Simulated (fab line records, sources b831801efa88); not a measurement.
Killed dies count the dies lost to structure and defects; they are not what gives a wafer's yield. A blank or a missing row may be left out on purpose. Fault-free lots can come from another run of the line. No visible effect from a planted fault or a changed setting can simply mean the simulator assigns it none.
Comparing a struck lot with a sound one | flow sky130 | 17 out of 708 route steps
Sound: wafers L997.1, L997.2, L997.3. Wafers L116.2, L116.3, L116.4 were the ones struck. The cause comes at the end.
Each step with rows lists, per side, the tool, then ch with its chambers, then its first start. Under that, the readings that differ: sound wafers | struck wafers | difference of the means | sigmas: that difference in standard deviations of wafers without a fault.
alike: a reading whose means differ by less than 2 such deviations, as well as words and numbers matching on both sides. not compared: withheld readings; readings where some wafer has no value; bounds like >300 that might hide an equal value; numbers whose values overlap and for which the record gives no deviation.
Wherever a step has rows on one side only, a row that says differs or no value, or a row with sigmas, the two part there. Numbers that don't overlap but have no deviation are shown without sigmas and don't part them. Lack of a reading on every wafer of one side parts them only where that side has two or more wafers.

SKY_LDD_HVP_STRIP_09: strips in O2/N2.
  sound on plasma-asher-02 ch 0,1, day 22 15:13; struck on plasma-asher-04 ch 0,1, day 29 06:01
  alike: drypump-motor-current-A, oes-product-au, strip-time-to-endpoint-s
  not compared: rf-hours-counter-h
SKY_LDD_HVP_TW_MEAS_10:
  sound: film-metro-03 at day 22 15:19; struck: film-metro-02 at day 29 06:07
  alike: LDD_HVP_TW
then, 7 steps without rows for these wafers: SKY_LDD_LDN_DEHYDRATE_00 (time 60 s); SKY_LDD_LDN_HMDS_01 (prime time 60 s); SKY_LDD_LDN_COAT_02 (resist thk 1140 nm); SKY_LDD_LDN_SOFTBAKE_03 (time 60 s); SKY_LDD_LDN_EXPOSE_04 (exposes mask LDNTM, target cd 700 nm); SKY_LDD_LDN_PEB_05; SKY_LDD_LDN_DEVELOP_06 (develop time 60 s).
SKY_LDD_LDN_OVL_MEAS_07:
  sound: overlay-01 at day 23 20:23; struck: overlay-01 at day 30 08:56
  alike: LDD_LDN_OVL
then, 2 steps without rows for these wafers: SKY_LDD_LDN_IMPLANT_08; SKY_LDD_LDN_IMPLANT_09.
SKY_LDD_LDN_IMPLANT_10:
  struck on implanter-03, day 30 09:17; sound on implanter-01 ch 0, day 23 20:43
  no value came back on the struck wafers for beam-energy-keV, beam-on-s (s), end-station-pressure-torr (Torr); on the sound wafers beam-energy-keV reads 15.004 15.005 15.002
next, for these wafers, 1 step has no rows: SKY_LDD_LDN_IMPLANT_11.
SKY_LDD_LDN_STRIP_12: strips in O2/N2.
  sound on plasma-asher-01 ch 0,1, day 23 21:01; struck on plasma-asher-04 ch 0,1, day 30 09:34
  alike: drypump-motor-current-A, oes-product-au, strip-time-to-endpoint-s
  not compared: rf-hours-counter-h
SKY_LDD_LDN_TW_MEAS_13:
  sound: film-metro-01 at day 23 21:07; struck: film-metro-02 at day 30 09:40
  reading    | sound          | struck         | difference | sigmas
  LDD_LDN_TW | 1459 1458 1465 | 1354 1353 1357 | -106       | -12
then, 1 step without rows for these wafers: SKY_LDD_LDN_CLEAN_14 (cleans in SC1/SC2, time 150 s).

WHERE THEY PART
First at SKY_LDD_LDN_IMPLANT_10; last, within this record, at SKY_LDD_LDN_TW_MEAS_13.

WHY: what had been put in by the simulator
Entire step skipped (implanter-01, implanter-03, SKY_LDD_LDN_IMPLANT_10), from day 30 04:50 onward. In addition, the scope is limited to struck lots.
